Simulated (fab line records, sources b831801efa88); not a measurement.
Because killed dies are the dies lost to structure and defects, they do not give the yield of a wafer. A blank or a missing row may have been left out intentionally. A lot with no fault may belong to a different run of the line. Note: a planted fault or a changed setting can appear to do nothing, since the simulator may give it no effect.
One fault through the eyes of 2 desks ; flow gf180mcu ; what lay behind the numbers comes last; until then each desk has only its own

FROM THE METROLOGY DESK
Lot by lot, what the gauges showed, no matter which tool ran the lot: averages of those sampled wafers that carry a number. If a lot's mean is further than 4 standard deviations from the usual mean, the lot is out of limits and carries the mark OUT (the distance appears in the brackets).
Columns: A = SALICIDE_TIN_RS at GF_SALICIDE_RS_MEAS_04, usual 16.32 ohm/sq
lot;first seen here;A
L790;day 15 12:14;16.55
L792;day 16 00:31;16.04
L794;day 16 18:41;16.29
L795;day 17 03:39;16.13
L796;day 17 09:44;16.47
L799;day 18 12:46;16.72
L802;day 19 11:49;16.26
L803;day 19 22:53;16.37
L805;day 20 12:32;16.28
L806;day 20 21:10;16.21
L809;day 22 01:55;16.50
L811;day 22 13:23;16.49
L812;day 22 20:16;16.12
Result from this desk: across the 13 lots, nothing is out of limits.

TOOL OWNER'S DESK, pvd-sputter-04
The tool's own readings at GF_M1_SPUTTER_00 (material Ti, target thk 37.5 nm, time 150 s): means of the sampled wafers that have a number, for each lot that ran on this tool. If a lot's mean is further than 4 standard deviations from the usual mean, the lot is out of limits and carries the mark OUT (the distance appears in the brackets).
Columns: A = chamber-pressure-pa at GF_M1_SPUTTER_00, usual 2.000 Pa; B = substrate-temp-c at GF_M1_SPUTTER_00, usual 200.00 C; C = throttle-valve-pct at GF_M1_SPUTTER_00, usual 29.9 %
lot;first seen here;A;B;C
L790;day 16 12:55;2.003;200.13;29.9
L792;day 17 01:35;2.004;200.06;30.1
L802;day 20 13:56;2.002;199.99;29.8
L805;day 21 14:46;2.272 (+68) OUT;199.91;28.5
L806;day 21 23:41;2.269 (+67) OUT;200.06;28.0
This desk's finding: out of limits on L805, L806; first on L805, day 21 14:46 (chamber-pressure-pa at GF_M1_SPUTTER_00). In limits: L790, L792, L802.

ALL TOGETHER
The tool owner's desk had the chance to raise an alarm at day 21 14:46 on L805, L806.
The metrology desk saw nothing out of limits.
The metrology desk has L805, L806 on record, within its limits.
Of the lots named, all ran GF_M1_SPUTTER_00 on pvd-sputter-04.

WHAT THE SIMULATOR HAD INSERTED
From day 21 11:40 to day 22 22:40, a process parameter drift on pvd-sputter-04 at GF_M1_SPUTTER_00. A move of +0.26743 in setting chamber-pressure-pa, from 2. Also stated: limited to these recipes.
Struck lots among those shown: L805, L806.
Hours from the fault's start to each desk's first reading out of limits: the tool owner's desk, 3.
